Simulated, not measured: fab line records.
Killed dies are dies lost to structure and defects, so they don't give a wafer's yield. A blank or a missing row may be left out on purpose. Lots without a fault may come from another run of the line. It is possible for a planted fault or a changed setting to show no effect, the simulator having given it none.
The tool behind it: which one? ; flow sky130 ; 39 wafers from 13 lots sampled at 5 of the route's 708 steps

WHAT THE GAUGES SHOWED, per wafer
SKY_VT_ADJUST_HVTR_CD_MEAS_07 targets a cd of 380 nm. Usual: cd nm reads 380.2 nm (standard deviation 2.5).
lot;measured;on;cd nm (nm);flag
L662;day 9 06:05;cd sem-02;384.6 380.1 380.6;
L664;day 9 16:19;cd sem-01;379.8 378.4 381.0;
L665;day 10 01:48;cd sem-01;379.6 381.1 380.8;
L666;day 10 09:07;cd sem-02;379.8 380.6 378.6;
L667;day 10 17:04;cd sem-01;376.7 377.7 377.9;
L668;day 10 22:01;cd sem-01;381.3 382.2 379.1;
L669;day 11 05:40;cd sem-02;380.5 382.6 383.9;
L670;day 11 09:35;cd sem-02;380.4 379.8 379.4;
L676;day 13 06:52;cd sem-01;384.0 380.2 384.5;
L679;day 14 03:45;cd sem-01;380.8 383.6 382.7;
L680;day 14 08:22;cd sem-02;378.1 375.4 372.6;
L681;day 14 15:49;cd sem-02;386.5 384.3 385.7;
L684;day 15 16:45;cd sem-01;374.6 372.1 374.3;

SKY_GATE_OXIDE_THK_MEAS_02. Usual: GATE_OXIDE_OXIDATION_00_THK 10.24 nm, standard deviation 0.19.
lot;measured;on;GATE_OXIDE_OXIDATION_00_THK (nm);flag
L662;day 12 13:10;film metro-04;10.27 10.36 10.27;
L664;day 12 21:45;film metro-04;10.50 10.35 10.40;
L665;day 13 08:47;film metro-02;10.39 10.19 10.31;
L666;day 13 18:27;film metro-02;10.09 10.00 10.05;
L667;day 14 00:02;film metro-02;9.98 10.25 10.24;
L668;day 14 05:56;film metro-02;9.95 10.10 10.11;
L669;day 14 16:03;film metro-04;10.24 10.20 10.01;
L670;day 14 18:51;film metro-04;10.22 10.19 10.10;
L676;day 16 20:32;film metro-02;9.82 9.94 9.87;
L679;day 17 23:12;film metro-02;10.34 10.22 10.37;
L680;day 18 05:02;film metro-01;10.45 10.61 10.84;
L681;day 18 12:37;film metro-01;10.23 10.12 10.13;
L684;day 19 17:54;film metro-02;10.33 10.19 9.99;

SKY_POLY_GATE_THK_MEAS_01. Usual: POLY_GATE_CVD_00_THK 179.7 nm, standard deviation 1.6.
lot;measured;on;POLY_GATE_CVD_00_THK (nm);flag
L662;day 13 18:16;film metro-02;179.2 179.5 179.8;
L664;day 14 01:40;film metro-04;180.6 181.9 182.0;
L665;day 14 14:34;film metro-02;177.4 179.3 178.9;
L666;day 14 23:18;film metro-02;179.6 178.7 179.8;
L667;day 15 06:02;film metro-04;179.3 178.5 179.6;
L668;day 15 11:41;film metro-03;179.6 180.1 178.5;
L669;day 15 22:29;film metro-03;176.6 177.0 176.4;
L670;day 16 01:25;film metro-03;180.9 180.8 178.5;
L676;day 18 03:34;film metro-02;183.5 182.1 182.3;
L679;day 19 07:48;film metro-04;181.0 180.8 180.4;
L680;day 19 14:21;film metro-02;180.1 178.3 180.5;
L681;day 19 23:32;film metro-02;181.7 181.1 181.3;
L684;day 21 07:42;film metro-04;178.4 177.8 178.4;

SKY_LDD_P_CD_MEAS_07 targets a cd of 380 nm. Usual: cd nm reads 380.2 nm (standard deviation 2.3).
lot;measured;on;cd nm (nm);flag
L662;day 18 13:25;cd sem-01;381.0 381.5 377.6;
L664;day 18 22:10;cd sem-01;381.1 382.0 380.3;
L665;day 19 15:04;cd sem-01;380.7 382.9 382.5;
L666;day 20 01:10;cd sem-02;378.5 379.4 382.8;
L667;day 20 09:07;cd sem-02;382.6 380.3 381.3;
L668;day 20 15:43;cd sem-01;381.4 380.5 380.5;
L669;day 21 05:17;cd sem-01;377.9 376.5 379.3;
L670;day 21 09:26;cd sem-02;380.6 383.5 383.3;
L676;day 23 10:04;cd sem-02;387.4 303.0 304.7;OFF
L679;day 24 16:52;cd sem-02;385.1 306.1 385.2;OFF
L680;day 24 23:01;cd sem-02;378.2 379.5 379.7;
L681;day 25 23:43;cd sem-02;378.6 378.6 375.6;
L684;day 26 13:12;cd sem-01;382.7 382.8 383.2;

WHAT TOOL EACH LOT RAN ON (gives the tool, then ch and the chambers of the sampled wafers, and finally the start)
lot;SKY_LDD_P_DEVELOP_06
L662;litho track-02 ch 0, day 18 13:16
L664;litho track-02 ch 0, day 18 22:01
L665;litho track-02 ch 0, day 19 14:55
L666;litho track-02 ch 0, day 20 01:01
L667;litho track-02 ch 0, day 20 08:58
L668;litho track-02 ch 0, day 20 15:34
L669;litho track-03 ch 0, day 21 05:08
L670;litho track-02 ch 0, day 21 09:17
L676;litho track-03 ch 0, day 23 09:55
L679;litho track-03 ch 0, day 24 16:43
L680;litho track-02 ch 0, day 24 22:52
L681;litho track-02 ch 0, day 25 23:34
L684;litho track-01 ch 0, day 26 13:03
- SKY_LDD_P_DEVELOP_06: develop time 60 s.

WHAT THE TOOLS THEMSELVES READ (means of the sampled wafers that have a number; where no wafer has one, the mark that the record gives instead)
SKY_LDD_P_DEVELOP_06. Usual: chill plate temp C 23.01 C, standard deviation 0.098; developer temp C 23.00 C, standard deviation 0.12; exhaust pa 44.8 Pa, standard deviation 1.
lot;tool;chill plate temp C (C);developer temp C (C);exhaust pa (Pa);flag
L662;litho track-02;23.00;23.00;43.3;
L664;litho track-02;23.06;22.94;44.4;
L665;litho track-02;23.07;22.93;44.5;
L666;litho track-02;23.10;22.89;45.0;
L667;litho track-02;22.95;23.22;44.5;
L668;litho track-02;23.00;23.07;45.3;
L669;litho track-03;23.10;23.09;46.1;
L670;litho track-02;22.97;23.02;44.8;
L676;litho track-03;23.03;23.10;44.4;
L679;litho track-03;22.92;22.96;46.2;
L680;litho track-02;23.10;23.06;45.6;
L681;litho track-02;23.03;23.00;44.5;
L684;litho track-01;22.88;22.91;46.1;

THE ANSWER, worked out from the rows above alone
Rule: lot off if the mean of its wafers having a number is beyond 3 standard deviations from the usual mean. A lot without any number at a reading at which 4 lots or more have one is off too. The other lots that the step has rows for count as sound. Order of review: gauges by route order, followed by the tools' own readings, for which a lot's mean as printed above is used. The first step at which some lot is off is used, and at that step the reading that is off furthest; a lot without a number counts as furthest.
Off: L676, L679 (SKY_LDD_P_CD_MEAS_07, cd nm).
A tool fits if, at a process step before that reading, it ran every lot that is off, and no sound lot after the first of them. Gauges at SKY_LDD_P_CD_MEAS_07: tried the same way as those tools. One fits: litho track-03 at SKY_LDD_P_DEVELOP_06. Its last sound lot is L669 (day 21 05:08), its first lot that is off L676 (day 23 09:55): a fault that began between those two fits.

WHAT HAD BEEN PUT IN BY THE SIMULATOR
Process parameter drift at SKY_LDD_P_DEVELOP_06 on litho track-03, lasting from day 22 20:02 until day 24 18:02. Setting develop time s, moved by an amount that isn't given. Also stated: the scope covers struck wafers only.
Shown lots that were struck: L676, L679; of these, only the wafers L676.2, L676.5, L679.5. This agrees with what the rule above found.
